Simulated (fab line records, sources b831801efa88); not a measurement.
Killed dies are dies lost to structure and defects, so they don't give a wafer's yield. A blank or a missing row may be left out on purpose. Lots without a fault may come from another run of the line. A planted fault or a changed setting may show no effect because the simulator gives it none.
fab line records | flow sky130
record lots=6 wafers=16 last_day=50
route steps=708 shown SD_N@356 SD_P@359 RES_XHIGH@360 SALICIDE@361 LI_CONTACT@362 PAD_OPEN@708
lots that met no fault: from a run of the same line without faults
start_h: hours from the record's first day to the start of the lot's first wafer shown | wait_h: hours since the lot's step before | " the same as in the row above | L1.1+2: a row that stands for several wafers | - no value, or no start given | * or withheld: withheld | < > ~ a bound
route shown NAME@n: a module of which the file shows steps, and the number in the route of the first | usual: mean/standard deviation of fault-free wafers | same: alike in all rows | chamber/n: place in a boat | sites: the reading at each site | _std_site: their standard deviation | _edge_site: outer sites' mean less inner sites' | radius_mm: how far each site lies from the wafer's centre | mask NAME#n: copy n | behind: the tool/chamber that last shaped the wafer | hold: why the lot was held/for how many hours/how that ended | device: the transistor (n, p or np) that didn't switch | end of line: the same wafers' tests at the end of the route | a step without rows: its recipe alone | killed: dies lost to structure and defects at the first sort, not the wafer's yield | map: a wafer's dies, x killed, . not, _ none there
set.NAME: the setting as run; set.NAME@STEP: as run at that earlier step | model.NAME: the simulator's own value behind a step, which no gauge read
lots at some steps of the route; a table a step, a row a wafer
services: from which hour (start_h, from the record's first day; less than 0 if before it) a tool's chamber was out of use, for how many hours, and why
## steps
# step SKY_SD_N_RTA_14
# recipe temp_c=1075 time_s=2 idle_temp_c=650 ramp_up_c_per_s=150 ramp_down_c_per_s=90 ambient=N2
# usual lamp_power_pct=15.73/0.056 ramp_down_c_per_s=89.996/0.016 wafer_temp_C_max=1078.2/1.4
# columns lot.wafer tool chamber start_h wait_h lamp_power_pct ramp_down_c_per_s wafer_temp_C_max
L585.2 rtp_anneal-01 0 655.57 0.0 15.73 89.979 1081.6
L585.3 " 0 " " 15.75 89.974 1078.8
L585.6 " 0 " " 15.64 89.969 1077.8
L587.1 rtp_anneal-01 0 699.58 0.0 15.87 90.010 1081.7
L587.2 " 0 " " 15.73 90.000 1077.0
L591.1 rtp_anneal-01 0 713.49 0.0 15.79 89.987 1076.3
L591.6 " 0 " " 15.78 89.998 1078.8
L597.1 rtp_anneal-01 0 750.17 0.0 15.70 89.987 1077.7
L597.3 " 0 " " 15.75 89.983 1077.7
L597.6 " 0 " " 15.87 89.995 1079.5
L604.1 rtp_anneal-02 0 808.47 0.0 15.73 89.976 1079.2
L604.3 " 0 " " 15.75 89.992 1079.6
L604.4 " 0 " " 15.74 90.006 1081.4
L607.2 rtp_anneal-01 0 811.74 0.0 15.77 89.981 1078.1
L607.4 " 0 " " 15.78 89.995 1077.8
L607.6 " 0 " " 15.63 89.975 1077.5
# step SKY_SD_N_RS_MEAS_16
# recipe thk_meas_gauge=four-point-probe
# usual SD_N_RS=68.57/0.11
# columns lot.wafer tool chamber start_h wait_h SD_N_RS[ohm/sq]
L585.2 film_metro-03 - 655.76 0.1 68.64
L585.3 " - " " 68.38
L585.6 " - " " 68.52
L587.1 film_metro-03 - 699.75 0.1 68.78
L587.2 " - " " 68.73
L591.1 film_metro-04 - 713.66 0.1 68.62
L591.6 " - " " 68.42
L597.1 film_metro-01 - 750.34 0.1 68.45
L597.3 " - " " 68.67
L597.6 " - " " 68.73
L604.1 film_metro-03 - 808.64 0.1 68.62
L604.3 " - " " 68.66
L604.4 " - " " 68.72
L607.2 film_metro-03 - 811.92 0.1 68.44
L607.4 " - " " 68.65
L607.6 " - " " 68.47
# step SKY_SD_N_RS_MEAS_17
# recipe thk_meas_gauge=four-point-probe
# usual SD_P_RS=147.2/0.39
# columns lot.wafer tool chamber start_h wait_h SD_P_RS[ohm/sq]
L585.2 film_metro-03 - 655.88 0.1 147.0
L585.3 " - " " 146.4
L585.6 " - " " 146.6
L587.1 film_metro-03 - 699.87 0.1 147.6
L587.2 " - " " 147.4
L591.1 film_metro-04 - 713.78 0.1 147.4
L591.6 " - " " 147.2
L597.1 film_metro-01 - 750.46 0.1 146.9
L597.3 " - " " 147.1
L597.6 " - " " 147.5
L604.1 film_metro-03 - 808.76 0.1 147.1
L604.3 " - " " 147.3
L604.4 " - " " 147.5
L607.2 film_metro-03 - 812.04 0.1 146.6
L607.4 " - " " 147.1
L607.6 " - " " 147.3
# step SKY_SD_N_RS_MEAS_18
# recipe thk_meas_gauge=four-point-probe
# usual RES_XHIGH_RS=333.3/1.4
# columns lot.wafer tool chamber start_h wait_h RES_XHIGH_RS[ohm/sq]
L585.2 film_metro-03 - 656.00 0.1 333.6
L585.3 " - " " 334.3
L585.6 " - " " 332.4
L587.1 film_metro-03 - 699.99 0.1 333.4
L587.2 " - " " 334.5
L591.1 film_metro-04 - 713.90 0.1 333.4
L591.6 " - " " 332.3
L597.1 film_metro-01 - 750.58 0.1 333.7
L597.3 " - " " 334.2
L597.6 " - " " 334.7
L604.1 film_metro-03 - 808.88 0.1 331.7
L604.3 " - " " 333.5
L604.4 " - " " 333.1
L607.2 film_metro-03 - 812.16 0.1 334.3
L607.4 " - " " 333.2
L607.6 " - " " 334.7
# step SKY_SALICIDE_CLEAN_00
# recipe chemistry=HF-last time_s=30 dilution=100:1 dry=ipa_marangoni
# step SKY_LI_CONTACT_HDPCVD_00
# recipe material=PSG target_thk_nm=930 sigma_open_frac=0.3 time_s=155 temp_c=600 sih4_flow_sccm=60 pressure_mtorr=6
# step SKY_LI_CONTACT_THK_MEAS_01
# recipe reads=PSG_of_LI_CONTACT_HDPCVD_00
# usual LI_CONTACT_HDPCVD_THK=937/8.2
# columns lot.wafer tool chamber start_h wait_h LI_CONTACT_HDPCVD_THK[nm]
L585.2 film_metro-04 - 656.23 0.1 940
L585.3 " - " " 928
L585.6 " - " " 942
L587.1 film_metro-04 - 700.23 0.1 939
L587.2 " - " " 944
L591.1 film_metro-01 - 714.14 0.1 935
L591.6 " - " " 941
L597.1 film_metro-03 - 750.90 0.1 950
L597.3 " - " " 939
L597.6 " - " " 937
L604.1 film_metro-03 - 809.12 0.1 933
L604.3 " - " " 942
L604.4 " - " " 936
L607.2 film_metro-04 - 812.39 0.1 943
L607.4 " - " " 940
L607.6 " - " " 925
# step SKY_LI_CONTACT_CMP_02
# recipe material=PSG down_force_psi=4 platen_rpm=60 pad_velocity_m_s=0.94248
# usual motor_current_A=11.6/1.4 platen_rpm=60.00/0.043 time_to_endpoint_s=34/3.5
# columns lot.wafer tool chamber start_h wait_h motor_current_A platen_rpm time_to_endpoint_s
L585.2 cmp-01 2 656.28 0.0 13.1 59.99 32
L585.3 " 0 " " 14.0 59.96 38
L585.6 " 3 " " 11.0 59.96 32
L587.1 cmp-02 2 700.29 0.1 12.0 59.95 40
L587.2 " 3 " " 12.0 59.97 33
L591.1 cmp-01 1 714.30 0.1 12.0 60.02 36
L591.6 " 3 " " 11.5 60.04 30
L597.1 cmp-02 1 751.43 0.5 9.5 59.99 32
L597.3 " 0 " " 11.0 60.01 36
L597.6 " 2 " " 11.7 60.00 39
L604.1 cmp-02 1 809.32 0.2 8.8 59.97 31
L604.4 " 2 " " 11.7 59.95 37
L604.3 " 3 " " 12.2 60.00 32
L607.4 cmp-01 3 812.44 0.0 11.2 60.04 30
L607.2 " 0 " " 13.6 60.05 36
L607.6 " 3 " " 11.0 60.06 28
# step SKY_LI_CONTACT_BOW_MEAS_03
# recipe mode=bow
# usual LI_CONTACT_BOW=56/6.7
# columns lot.wafer tool chamber start_h wait_h LI_CONTACT_BOW[um]
L585.2 film_metro-03 - 656.60 0.3 51
L585.3 " - " " 53
L585.6 " - " " 53
L587.1 film_metro-03 - 700.59 0.2 49
L587.2 " - " " 46
L591.1 film_metro-01 - 714.50 0.1 60
L591.6 " - " " 52
L597.1 film_metro-04 - 751.73 0.2 61
L597.3 " - " " 50
L597.6 " - " " 58
L604.1 film_metro-04 - 809.57 0.2 58
L604.3 " - " " 64
L604.4 " - " " 59
L607.2 film_metro-01 - 812.76 0.2 67
L607.4 " - " " 50
L607.6 " - " " 55
# step SKY_LI_CONTACT_DEHYDRATE_04
# recipe temp_c=200 time_s=60
# step SKY_LI_CONTACT_HMDS_05
# recipe prime_time_s=60 prime_temp_c=120
# step SKY_LI_CONTACT_COAT_06
# recipe resist=BARC temp_c=withheld time_s=withheld spin_rpm=3000 resist_thk_nm=60
# columns lot.wafer tool chamber start_h wait_h
L585.2+3+6 litho_track-03 0 669.44 0.1
L587.1+2 litho_track-03 0 713.57 0.1
L591.1+6 litho_track-03 0 728.12 0.1
L597.1+3+6 litho_track-04 0 763.51 0.1
L604.1+3+4 litho_track-04 0 820.91 0.1
L607.2+4+6 litho_track-03 0 824.54 0.1
# step SKY_LI_CONTACT_COAT_07
# recipe resist=KrF-thick spin_rpm=3000 resist_thk_nm=450
# step SKY_LI_CONTACT_SOFTBAKE_08
# recipe temp_c=100 time_s=90 resist=KrF-thick
# step SKY_LI_CONTACT_EXPOSE_09
# recipe mask_id=LICM1 na=0.8 source_shape=annular sigma_inner=0.55 sigma_outer=0.85 target_cd_nm=170 dose_mj=38
# step SKY_LI_CONTACT_PEB_10
# recipe peb_temp_c=withheld peb_time_s=withheld resist=KrF-thick
# step SKY_LI_CONTACT_DEVELOP_11
# recipe develop_time_s=60 resist=KrF-thick dev_temp_c=21
# step SKY_LI_CONTACT_CD_MEAS_12
# recipe target_cd_nm=170
# usual cd_nm=169.9/1.3
# columns lot.wafer tool chamber start_h wait_h cd_nm
L585.2 cd_sem-02 - 683.58 - 170.4
L585.3 " - " " 171.4
L585.6 " - " " 170.2
L587.1 cd_sem-02 - 727.82 - 168.2
L587.2 " - " " 168.8
L591.1 cd_sem-01 - 741.95 - 170.1
L591.6 " - " " 168.7
L597.1 cd_sem-02 - 778.42 - 168.7
L597.3 " - " " 168.2
L597.6 " - " " 168.0
L604.1 cd_sem-01 - 835.47 - 169.9
L604.3 " - " " 168.3
L604.4 " - " " 170.4
L607.2 cd_sem-02 - 838.72 - 172.5
L607.4 " - " " 171.5
L607.6 " - " " 169.4
# step SKY_LI_CONTACT_OVL_MEAS_13
# usual LI_CONTACT_OVL=-4/5.4
# columns lot.wafer tool chamber start_h wait_h LI_CONTACT_OVL[nm]
L585.2 overlay-01 - 683.69 0.1 -2
L585.3 " - " " -6
L585.6 " - " " -5
L587.1 overlay-01 - 727.94 0.1 -5
L587.2 " - " " -3
L591.1 overlay-01 - 742.07 0.1 -10
L591.6 " - " " -8
L597.1 overlay-02 - 778.54 0.1 -4
L597.3 " - " " 2
L597.6 " - " " -12
L604.1 overlay-02 - 835.59 0.1 3
L604.3 " - " " -6
L604.4 " - " " -8
L607.2 overlay-02 - 838.83 0.1 -6
L607.4 " - " " -7
L607.6 " - " " 0
# step SKY_LI_CONTACT_ETCH_14
# recipe chemistry=N2/H2 target=BARC ion_energy_ev=200 source_w=500 bias_w=100 pressure_mtorr=30 n2_flow_sccm=100 h2_flow_sccm=200 stop_on=SiO2 time_s=45.9 target_depth_a=600
# usual drypump_motor_current_A=5.7/0.47 oes_product_au=0.855/0.0052 throttle_valve_pct=13.224/0.01
# columns lot.wafer tool chamber start_h wait_h drypump_motor_current_A oes_product_au rf_hours_counter_h throttle_valve_pct model.etch.depth_nm
L585.2 rie_diel-01 0 683.72 0.0 6.5 0.849 32 13.231 59.94
L585.3 " 1 " " 6.0 0.846 52 13.232 59.72
L585.6 " 0 " " 6.5 0.863 - 13.228 59.81
L587.1 rie_diel-03 2 727.98 0.0 6.0 0.825 15 13.233 56.49
L587.2 " 1 " " 6.3 0.858 5 13.212 59.98
L591.1 rie_diel-03 1 742.11 0.0 6.3 0.830 6 13.240 56.75
L591.6 " 1 " " 6.4 0.851 - 13.222 59.8
L597.1 rie_diel-01 2 778.58 0.0 5.9 0.863 8 13.220 60.25
L597.3 " 0 " " 6.6 0.852 35 13.230 60.3
L597.6 " 2 " " 5.9 0.851 - 13.227 60.11
L604.1 rie_diel-02 1 835.63 0.0 5.3 0.842 6 13.223 60.03
L604.3 " 0 " " 5.1 0.856 14 13.228 60.01
L604.4 " 2 " " 5.8 0.860 - 13.228 59.88
L607.2 rie_diel-03 0 838.86 0.0 5.7 0.857 9 13.223 59.93
L607.4 " 1 " " 6.3 0.852 9 13.234 59.88
L607.6 " 0 " " 5.7 0.857 - 13.232 59.99
# step SKY_LI_CONTACT_ETCH_15
# recipe target=PSG chemistry=C4F8/O2/Ar stop_on=Si taper_deg=4.15 mask_material=KrF-thick source_w=1500 bias_w=1200 pressure_mtorr=40 c4f8_flow_sccm=withheld O2_flow_sccm=6 Ar_flow_sccm=300 time_s=withheld target_depth_a=6000
# usual oes_product_au=0.838/0.0047
# columns lot.wafer tool chamber start_h wait_h oes_product_au
L585.2 rie_diel-01 0 683.76 0.0 0.833
L585.3 " 1 " " 0.841
L585.6 " 0 " " 0.840
L587.1 rie_diel-03 2 728.02 0.0 0.840
L587.2 " 1 " " 0.838
L591.1 rie_diel-03 1 742.15 0.0 0.833
L591.6 " 1 " " 0.831
L597.1 rie_diel-01 2 778.62 0.0 0.838
L597.3 " 0 " " 0.844
L597.6 " 2 " " 0.837
L604.1 rie_diel-02 1 835.67 0.0 0.844
L604.3 " 0 " " 0.834
L604.4 " 2 " " 0.848
L607.2 rie_diel-03 0 838.90 0.0 0.838
L607.4 " 1 " " 0.845
L607.6 " 0 " " 0.836
# step SKY_PAD_OPEN_PROBE_99
# usual killed_at_M0_to_M3=42/6.1 killed_at_M4_up=3.3/1.7 killed_at_contacts=25/5.4 killed_at_front_end=16/4.6 killed_at_other=0.4/0.55 killed_dies=87/8.8 killed_on_rim=18/3.6 killed_open=47/7.1 killed_short=40/5.8
# same gross_dies=492 killed_at_back_side=0
# columns lot.wafer tool chamber start_h wait_h killed_at_M0_to_M3 killed_at_M4_up killed_at_contacts killed_at_front_end killed_at_other killed_dies killed_on_rim killed_open killed_short
L587.1 prober-02 - 1112.85 0.1 38 0 24 18 0 80 12 47 31
L587.2 prober-02 - 1112.90 0.1 54 3 32 16 0 105 20 59 46
L591.1 prober-02 - 1121.48 0.1 41 0 19 17 0 77 11 40 33
L591.6 prober-02 - 1121.73 0.2 35 5 20 12 0 72 17 30 42
L597.1 prober-01 - 1142.29 0.1 38 1 33 18 1 91 12 48 43
L597.3 prober-01 - 1142.39 0.2 41 6 30 4 0 81 15 49 32
L597.6 prober-01 - 1142.54 0.2 43 3 31 21 0 98 18 56 42
L604.1 prober-02 - 1186.87 0.1 41 6 31 23 0 101 27 50 50
L604.3 prober-02 - 1186.97 0.2 36 4 24 20 0 84 17 47 37
L604.4 prober-02 - 1187.02 0.2 41 3 29 23 0 96 18 53 43
# killed by level:class
L587.1 CONTACT:geometric_particle:open=11 VIA1:geometric_particle:open=7 LI_CONTACT:geometric_particle:open=6 VIA3:geometric_particle:open=5 POLY_GATE:geometric_particle:short=5 VIA1:geometric_particle:short=5 POLY_GATE:geometric_particle:open=4 METAL2:geometric_particle:short=4
L587.2 VIA2:geometric_particle:open=14 LI_CONTACT:geometric_particle:open=10 VIA1:geometric_particle:open=10 CONTACT:geometric_particle:open=9 METAL2:geometric_particle:short=8 VIA3:geometric_particle:open=8 CONTACT:geometric_particle:short=7 VIA1:geometric_particle:short=7
L591.1 VIA1:geometric_particle:open=7 LI_CONTACT:geometric_particle:open=6 VIA2:geometric_particle:open=6 VIA3:geometric_particle:open=6 CONTACT:geometric_particle:open=5 METAL1:geometric_particle:short=5 VIA2:geometric_particle:short=4 POLY_GATE:area_etch=4
L591.6 METAL2:geometric_particle:short=8 METAL1:geometric_particle:short=6 CONTACT:geometric_particle:short=5 CONTACT:geometric_particle:open=5 VIA3:geometric_particle:open=5 FIELD_ISO:geometric_particle:short=4 LOCAL_INTERCONNECT:geometric_particle:short=4 VIA1:geometric_particle:short=4
L597.1 CONTACT:geometric_particle:open=12 LI_CONTACT:geometric_particle:open=9 METAL2:geometric_particle:short=9 VIA1:geometric_particle:open=5 VIA1:geometric_particle:short=5 FIELD_ISO:geometric_particle:short=4 POLY_GATE:geometric_particle:open=4 POLY_GATE:geometric_particle:short=4
L597.3 VIA1:geometric_particle:open=11 LI_CONTACT:geometric_particle:open=9 VIA3:geometric_particle:open=7 LOCAL_INTERCONNECT:geometric_particle:short=6 CONTACT:geometric_particle:open=6 METAL1:geometric_particle:short=6 LI_CONTACT:geometric_particle:short=4 METAL2:geometric_particle:short=4
L597.6 LI_CONTACT:geometric_particle:open=12 CONTACT:geometric_particle:open=12 VIA1:geometric_particle:open=11 POLY_GATE:geometric_particle:short=7 POLY_GATE:geometric_particle:open=6 METAL2:geometric_particle:short=5 VIA3:geometric_particle:short=5 METAL1:geometric_particle:short=4
L604.1 CONTACT:geometric_particle:open=12 VIA1:geometric_particle:open=10 METAL2:geometric_particle:short=8 FIELD_ISO:geometric_particle:short=7 FIELD_ISO:geometric_particle:open=7 VIA1:geometric_particle:short=6 LI_CONTACT:geometric_particle:short=5 LI_CONTACT:geometric_particle:open=5
L604.3 VIA1:geometric_particle:open=11 LI_CONTACT:geometric_particle:open=8 FIELD_ISO:geometric_particle:short=7 VIA2:geometric_particle:open=6 METAL2:geometric_particle:short=5 LI_CONTACT:geometric_particle:short=4 CONTACT:geometric_particle:short=4 CONTACT:geometric_particle:open=4
L604.4 LI_CONTACT:geometric_particle:open=11 VIA1:geometric_particle:open=11 CONTACT:geometric_particle:open=8 FIELD_ISO:geometric_particle:open=7 VIA3:geometric_particle:open=7 FIELD_ISO:geometric_particle:short=6 POLY_GATE:geometric_particle:open=5 POLY_GATE:geometric_particle:short=5
## services
# columns tool chamber start_h hours kind
rie_diel-03 3 632.03 3.8 repair
rie_diel-02 - 639.72 0.5 repair
cmp-02 - 650.77 0.5 repair
rtp_anneal-02 - 654.48 4.5 pm
cmp-01 - 661.20 2.4 repair
rie_diel-01 3 689.05 5.8 repair
rie_diel-03 0 694.69 17.0 repair
rie_diel-01 1 700.92 - clean
rie_diel-01 1 700.92 29.8 scheduled_down
rie_diel-01 1 700.92 29.8 vent_cycle
rie_diel-01 3 708.01 8.9 repair
cmp-02 - 709.12 4.5 pm
rie_diel-03 0 712.53 45.7 repair
rie_diel-03 3 717.16 5.0 repair
rie_diel-02 3 727.79 2.2 repair
cmp-01 - 739.46 2.1 repair
cmp-01 - 748.47 4.0 pm
rie_diel-01 0 786.01 7.8 repair
rie_diel-01 3 793.68 2.7 repair
cmp-01 - 797.47 6.1 pm
cmp-01 - 803.60 4.8 pm
cmp-02 - 803.77 0.6 repair
cmp-01 - 804.68 4.7 repair
rie_diel-01 0 807.96 33.3 repair
## key
first_sign step=SKY_LI_CONTACT_ETCH_14 reading=oes_product_au direction=down sigmas=5.3 usual=0.855 struck=0.828
effect none on later readings
model_effect step=SKY_LI_CONTACT_ETCH_14 value=etch.depth_nm without=60.08 struck=56.62
met_at SKY_LI_CONTACT_COAT_06
struck_wafers L587.1,L591.1
tester_left_out L587,L591
onset_between 669.44 713.57
fault kind=process_parameter_drift tool=litho_track-03 chamber=- onset_h=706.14 steps=SKY_LI_CONTACT_COAT_06 channel=resist_thk_nm offset=-3.4573 shape=step end_h=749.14 scope=struck_wafers_only acts_in=these_recipes_only stated=60
# tester_left_out: of these lots the tester's yield and bins aren't shown, on N5 and GAA mostly nor the transistor test; their killed dies are dies lost to structure and defects alone, not to doping, threshold or leakage, so they don't give the yield
